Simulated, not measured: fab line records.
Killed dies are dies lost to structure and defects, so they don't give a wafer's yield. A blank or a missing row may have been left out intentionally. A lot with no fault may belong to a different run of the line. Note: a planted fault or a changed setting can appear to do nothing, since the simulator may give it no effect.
Which tool was responsible?    flow sky130    72 wafers from 24 lots sampled at 4 of the route's 708 steps

## WHAT THE GAUGES SHOWED, per wafer
SKY_METAL1_CD_MEAS_15: the cd target is 140 nm.
lot   measured      on         cd_nm (nm)
L074  day 34 06:11  cd_sem-02  140.3 140.4 139.4
L075  day 34 08:13  cd_sem-01  139.3 142.3 141.3
L077  day 34 20:41  cd_sem-02  141.1 140.0 139.3
L076  day 35 01:18  cd_sem-02  141.9 140.0 141.7
L078  day 35 05:26  cd_sem-01  141.3 141.0 141.1
L079  day 35 14:35  cd_sem-02  140.2 138.6 140.4
L080  day 36 01:10  cd_sem-01  140.4 140.3 142.3
L081  day 36 06:11  cd_sem-01  138.7 137.6 137.6
L082  day 36 10:50  cd_sem-01  138.5 138.5 139.2
L083  day 36 21:26  cd_sem-01  139.9 139.0 138.5
L084  day 37 05:24  cd_sem-01  140.2 141.2 141.7
L085  day 37 13:03  cd_sem-01  141.6 140.6 139.5
L086  day 38 02:38  cd_sem-02  139.3 138.9 139.1
L087  day 38 08:01  cd_sem-01  140.6 140.1 139.4
L088  day 38 16:17  cd_sem-02  138.4 137.3 137.5
L089  day 38 20:10  cd_sem-01  139.7 141.3 140.7
L090  day 38 21:07  cd_sem-01  139.4 140.4 140.9
L091  day 39 03:14  cd_sem-01  140.3 138.4 139.5
L092  day 39 13:56  cd_sem-02  140.0 138.9 139.2
L093  day 39 18:08  cd_sem-02  142.0 142.1 139.0
L094  day 39 21:38  cd_sem-02  140.2 138.7 140.2
L096  day 40 07:04  cd_sem-02  140.0 140.3 139.9
L095  day 40 11:58  cd_sem-01  140.3 140.1 140.3
L097  day 40 16:56  cd_sem-01  139.9 141.0 140.3

SKY_METAL2_CD_MEAS_15: the cd target is 140 nm.
lot   measured      on         cd_nm (nm)
L074  day 36 14:42  cd_sem-02  140.6 138.7 140.8
L075  day 36 17:31  cd_sem-01  140.3 138.6 139.6
L077  day 37 05:05  cd_sem-02  139.6 139.0 140.9
L076  day 37 09:32  cd_sem-01  144.6 144.5 144.8
L078  day 37 13:20  cd_sem-02  138.1 140.6 140.8
L079  day 37 23:13  cd_sem-02  139.7 138.5 140.8
L080  day 38 08:43  cd_sem-01  138.0 138.6 137.7
L081  day 38 14:40  cd_sem-02  139.8 140.0 139.9
L082  day 38 19:11  cd_sem-02  138.5 140.8 140.2
L083  day 39 06:32  cd_sem-02  143.5 140.9 140.4
L084  day 39 12:20  cd_sem-02  138.3 140.0 139.2
L085  day 39 19:53  cd_sem-02  139.6 139.7 138.9
L086  day 40 09:38  cd_sem-02  142.4 141.8 141.5
L087  day 40 15:44  cd_sem-02  140.1 140.5 139.2
L088  day 40 22:46  cd_sem-01  140.9 140.8 140.8
L089  day 41 02:49  cd_sem-01  141.3 140.8 140.6
L090  day 41 03:43  cd_sem-02  141.1 143.5 142.9
L091  day 41 08:17  cd_sem-01  139.5 138.5 139.4
L092  day 41 18:43  cd_sem-02  138.4 138.2 139.3
L093  day 41 23:35  cd_sem-02  139.3 139.0 138.6
L094  day 42 01:47  cd_sem-02  139.9 139.6 139.5
L096  day 42 10:01  cd_sem-02  139.2 140.1 139.5
L095  day 42 15:11  cd_sem-02  142.5 141.7 140.7
L097  day 42 19:25  cd_sem-01  141.6 142.1 142.5

## WHICH TOOL RAN EACH LOT (tool, then ch and the chambers of the sampled wafers, then the start)
lot   SKY_CONTACT_ETCH_18                            SKY_METAL2_SPUTTER_02
L074  rie_diel-04 ch 0,1,2, day 34 06:11 or earlier  pvd_sputter-03, day 35 12:16
L075  rie_diel-04 ch 0,1,3, day 34 08:13 or earlier  pvd_sputter-03, day 35 13:53
L077  rie_diel-02 ch 0,1,3, day 34 20:41 or earlier  pvd_sputter-02, day 36 02:18
L076  rie_diel-02 ch 0,1,2, day 35 01:18 or earlier  pvd_sputter-02, day 36 07:17
L078  rie_diel-01 ch 0,2,3, day 35 05:26 or earlier  pvd_sputter-03, day 36 11:20
L079  rie_diel-01 ch 0,1,3, day 35 14:35 or earlier  pvd_sputter-04, day 36 20:34
L080  rie_diel-04 ch 0,2, day 36 01:10 or earlier    pvd_sputter-03, day 37 06:49
L081  rie_diel-02 ch 0,1, day 36 06:11 or earlier    pvd_sputter-04, day 37 12:02
L082  rie_diel-04 ch 1,3, day 36 10:50 or earlier    pvd_sputter-04, day 37 16:47
L083  rie_diel-01 ch 1,2, day 36 21:26 or earlier    pvd_sputter-02, day 38 03:55
L084  rie_diel-01 ch 0,1,2, day 37 05:24 or earlier  pvd_sputter-02, day 38 10:32
L085  rie_diel-02 ch 2,3, day 37 13:03 or earlier    pvd_sputter-04, day 38 18:33
L086  rie_diel-04 ch 1,2,3, day 38 02:38 or earlier  pvd_sputter-03, day 39 08:02
L087  rie_diel-01 ch 1,2, day 38 08:01 or earlier    pvd_sputter-03, day 39 13:40
L088  rie_diel-02 ch 0,2, day 38 16:17 or earlier    pvd_sputter-04, day 39 21:29
L089  rie_diel-04 ch 0,1,3, day 38 20:10 or earlier  pvd_sputter-03, day 40 01:11
L090  rie_diel-04 ch 0,2, day 38 21:07 or earlier    pvd_sputter-02, day 40 02:20
L091  rie_diel-01 ch 0,2,3, day 39 03:14 or earlier  pvd_sputter-04, day 40 07:38
L092  rie_diel-02 ch 1,2,3, day 39 13:56 or earlier  pvd_sputter-03, day 40 18:02
L093  rie_diel-04 ch 2,3, day 39 18:08 or earlier    pvd_sputter-03, day 40 22:51
L094  rie_diel-02 ch 0,1,2, day 39 21:38 or earlier  pvd_sputter-03, day 41 01:16
L096  rie_diel-04 ch 0,2, day 40 07:04 or earlier    pvd_sputter-02, day 41 10:29
L095  rie_diel-04 ch 0,1,2, day 40 11:58 or earlier  pvd_sputter-03, day 41 16:13
L097  rie_diel-01 ch 0,1,2, day 40 16:56 or earlier  pvd_sputter-04, day 41 20:32
- SKY_CONTACT_ETCH_18: etches Si3N4 in CHF3/O2, stops on TiN, time 39 s, target depth 75 nm.
- SKY_METAL2_SPUTTER_02: material AlCu, target thk 250 nm, time 13.3 s.

## AS READ BY THE TOOLS THEMSELVES (means over the sampled wafers that have a number; for cases with no such wafer, the mark the record gives instead)
SKY_CONTACT_ETCH_18.
lot   tool         chamber_pressure_mTorr (mTorr)  drypump_motor_current_A (A)  oes_product_au (a.u.)  throttle_valve_pct (%)
L074  rie_diel-04  39.98                           5.60                         0.855                  8.799
L075  rie_diel-04  39.96                           5.59                         0.849                  8.795
L077  rie_diel-02  40.04                           5.61                         0.850                  8.784
L076  rie_diel-02  39.96                           5.66                         0.862                  8.789
L078  rie_diel-01  40.02                           5.82                         0.859                  8.786
L079  rie_diel-01  39.98                           5.76                         0.861                  8.789
L080  rie_diel-04  39.99                           5.44                         0.848                  8.794
L081  rie_diel-02  40.01                           5.56                         0.855                  8.797
L082  rie_diel-04  40.03                           5.59                         0.865                  8.809
L083  rie_diel-01  40.00                           6.17                         0.855                  8.804
L084  rie_diel-01  39.97                           6.07                         0.861                  8.798
L085  rie_diel-02  40.01                           5.58                         0.853                  8.804
L086  rie_diel-04  39.97                           5.60                         0.859                  8.792
L087  rie_diel-01  40.00                           6.18                         0.857                  8.799
L088  rie_diel-02  39.99                           5.72                         0.858                  8.793
L089  rie_diel-04  39.99                           5.59                         0.861                  8.801
L090  rie_diel-04  39.98                           5.46                         0.846                  8.791
L091  rie_diel-01  39.95                           5.81                         0.858                  8.798
L092  rie_diel-02  39.99                           5.52                         0.849                  8.791
L093  rie_diel-04  40.01                           5.47                         0.856                  8.785
L094  rie_diel-02  39.98                           5.63                         0.861                  8.801
L096  rie_diel-04  40.00                           5.45                         0.853                  8.800
L095  rie_diel-04  39.99                           5.58                         0.857                  8.808
L097  rie_diel-01  39.98                           6.06                         0.851                  8.803

SKY_METAL2_SPUTTER_02.
lot   tool            throttle_valve_pct (%)
L074  pvd_sputter-03  29.9
L075  pvd_sputter-03  29.9
L077  pvd_sputter-02  30.2
L076  pvd_sputter-02  30.2
L078  pvd_sputter-03  30.2
L079  pvd_sputter-04  30.6
L080  pvd_sputter-03  30.1
L081  pvd_sputter-04  30.2
L082  pvd_sputter-04  30.2
L083  pvd_sputter-02  29.6
L084  pvd_sputter-02  29.7
L085  pvd_sputter-04  30.1
L086  pvd_sputter-03  29.8
L087  pvd_sputter-03  30.4
L088  pvd_sputter-04  30.2
L089  pvd_sputter-03  30.1
L090  pvd_sputter-02  30.3
L091  pvd_sputter-04  30.1
L092  pvd_sputter-03  29.6
L093  pvd_sputter-03  30.0
L094  pvd_sputter-03  29.7
L096  pvd_sputter-02  30.1
L095  pvd_sputter-03  29.8
L097  pvd_sputter-04  30.7

## THE ANSWER, worked out from the rows above alone
Rule: the usual values come from the lots themselves. Put in order of their means at a reading, lots are off if they are a third of the lots or fewer, leave a main group of 4 or more, and stand apart from it by a gap of 3 or more times the standard deviation of the main group's means; of several such gaps the widest counts. Not used: any main group whose means are identical at the precision the tables above print for the reading. A lot without any number at a reading at which 4 lots or more have one is off too. All remaining lots with rows at the step are treated as sound. Order of review: gauges by route order, followed by the tools' own readings, for which a lot's mean as printed above is used. The first step at which some lot is off is used, and at that step the reading that is off furthest; a lot without a number counts as furthest.
No lot is off on any of the readings shown, so nothing can be concluded from this.

## WHAT THE SIMULATOR PUT IN
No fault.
